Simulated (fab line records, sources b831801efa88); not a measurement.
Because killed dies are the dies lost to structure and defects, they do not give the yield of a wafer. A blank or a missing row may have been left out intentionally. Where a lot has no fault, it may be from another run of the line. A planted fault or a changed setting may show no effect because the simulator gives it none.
Code-filled problem report in 8D (eight disciplines) form | flow gf180mcu | the parts of the form that need people (team, actions taken, sign-off) are left out

== 1. THE PROBLEM ==
Across 4 wafers from 2 lots, DNWELL_TW at GF_DNWELL_TW_MEAS_09 averages 1282, while fault-free wafers read 1347 with a standard deviation of 11. Measured from the usual mean, that is -5.9 standard deviations.
The first sign was on wafer L650.1 at day 4 07:33, on film_metro-01. The record holds 39 wafers of 13 lots with a number at this step. Rule for "out", or "out of limits": more than 4 standard deviations from the usual mean. The rest of the wafers with a number are treated as sound.

== 2. WHAT IT IS, AND WHAT IT ISN'T ==
question                    | is                             | is not
which readings at this step | DNWELL_TW                      | -
which lots                  | L650, L654                     | L643, L644, L656, L657, L658, L659, L660, L661, L663, L664, L666
which wafers of those lots  | L650.1, L650.2, L654.1, L654.4 | L650.6, L654.6
read on which gauges        | film_metro-01                  | film_metro-02, film_metro-03
when                        | from day 4 07:33               | up to then (7 sound wafers); but 28 sound wafers of L654, L656, L657, L658, L659, L660, L661, L663, L664, L666 came after

== 3. THE SUSPECTS, EACH WITH WHAT RULES IT OUT ==
Counting: if a tool at a process step up to the reading ran every lot that is out, it stays a suspect. Sound lots after the first of them don't rule it out here, since some wafers of a struck lot are sound.
- the gauge at GF_DNWELL_TW_MEAS_09: kept. All the wafers that are out were read on film_metro-01, and no step on other tools shows them out.
- implanter-02 at GF_DNWELL_IMPLANT_07: kept. Ran every lot that is out, first one L650 (day 4 07:18); last sound lot up to then L644 (day 3 00:33).
What counting leaves: implanter-02 at GF_DNWELL_IMPLANT_07 and film_metro-01 at GF_DNWELL_TW_MEAS_09.

== 4. THE CAUSE (what the simulator had put in) ==
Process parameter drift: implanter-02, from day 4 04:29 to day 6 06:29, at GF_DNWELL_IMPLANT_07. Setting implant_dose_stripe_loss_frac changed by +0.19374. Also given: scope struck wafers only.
Counting leaves 2 suspects; this tool is one of them.

== 5. THE CHAIN OF EFFECTS, in route order ==
Each row: a reading where the mean over the struck wafers with a number is more than 3 standard deviations away from the usual. Only readings for which the record gives a usual standard deviation are gone through. hours: the time from each lot's start at the first step in this table that gives one to its start at this step, as a median over the lots. sigmas: the change in usual standard deviations.
hours | step                 | reading   | usual | on struck wafers | change | sigmas
0     | GF_DNWELL_TW_MEAS_09 | DNWELL_TW | 1347  | 1282             | -65    | -5.9
Later measuring or inspecting steps at which every struck wafer that the step has a row for has a number for every such reading, and none has moved that far: GF_MVSD_OVL_MEAS_07, GF_MVPSD_OVL_MEAS_07.

== 6. WHAT WOULD HAVE CAUGHT IT SOONER ==
In this record the first reading out of limits at a measuring or inspecting step was taken at day 4 07:33, 3 hours after the fault began at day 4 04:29.
No tool reading at GF_DNWELL_IMPLANT_07 that has a usual standard deviation in the record was out on any struck wafer, so an alarm limit of 4 standard deviations on those readings would not have fired.
L654, from the lots that are out (2), started GF_DNWELL_IMPLANT_07 on implanter-02 later than day 4 07:33. Holding the tool at that time would have saved it.
